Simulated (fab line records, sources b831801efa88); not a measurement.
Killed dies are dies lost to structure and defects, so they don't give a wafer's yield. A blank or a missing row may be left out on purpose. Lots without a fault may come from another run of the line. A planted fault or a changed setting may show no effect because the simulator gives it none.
Which tool did it? | flow sky130 | 7 lots, 21 wafers sampled, at 3 steps of a route of 708

WHAT THE GAUGES READ, wafer by wafer
SKY_METAL2_RS_MEAS_05: measures by four-point-probe.
lot  | measured     | on            | METAL2_ALCU_RS (ohm/sq)
L455 | day 34 19:05 | film_metro-04 | 0.1242 0.1248 0.1242
L457 | day 35 13:17 | film_metro-04 | 0.1283 0.1273 0.1267
L460 | day 36 16:40 | film_metro-04 | 0.1261 0.1255 0.1268
L463 | day 37 15:55 | film_metro-01 | 0.1290 0.1286 0.1291
L466 | day 38 15:55 | film_metro-04 | 0.1273 0.1273 0.1263
L474 | day 40 20:41 | film_metro-02 | 0.1250 0.1244 0.1251
L476 | day 40 22:59 | film_metro-01 | 0.1273 0.1279 0.1271

WHICH TOOL RAN EACH LOT (tool, then ch and the chambers of the sampled wafers, then the start)
lot  | SKY_VT_ADJUST_LVTN_EXPOSE_04        | SKY_CONTACT_CVD_00
L455 | iline_stepper-02 ch 0, day 7 04:08  | pecvd-01 ch 1,2, day 31 04:02
L457 | iline_stepper-02 ch 0, day 7 16:58  | pecvd-02 ch 0,1,2, day 31 22:19
L460 | iline_stepper-02 ch 0, day 8 10:02  | pecvd-01 ch 0,1,2, day 33 04:08
L463 | iline_stepper-02 ch 0, day 9 01:59  | pecvd-02 ch 0,2, day 34 03:40
L466 | iline_stepper-01 ch 0, day 10 04:58 | pecvd-01 ch 0,1,2, day 35 04:38
L474 | iline_stepper-02, day 12 08:21      | pecvd-02 ch 0,1,2, day 37 11:01
L476 | iline_stepper-02 ch 0, day 12 16:08 | pecvd-03 ch 0,1,2, day 37 14:12
- SKY_VT_ADJUST_LVTN_EXPOSE_04: exposes mask NWM COMPLEMENT LESS NATIVE, target cd 840 nm.
- SKY_CONTACT_CVD_00: deposits Si3N4, target thk 75 nm.

THE ANSWER, worked out from the rows above alone
Rule: what is usual is taken from the lots themselves. Put in order of their means at a reading, lots are off if they are a third of the lots or fewer, leave a main group of 4 or more, and stand apart from it by a gap of 3 or more times the standard deviation of the main group's means; of several such gaps the widest counts. A main group whose means are all the same, to the digits that the tables above print for the reading, isn't used. A lot without any number at a reading at which 4 lots or more have one is off too. The other lots that the step has rows for count as sound.
No lot is off at any reading shown: from this, nothing can be told.

WHAT THE SIMULATOR HAD PUT IN
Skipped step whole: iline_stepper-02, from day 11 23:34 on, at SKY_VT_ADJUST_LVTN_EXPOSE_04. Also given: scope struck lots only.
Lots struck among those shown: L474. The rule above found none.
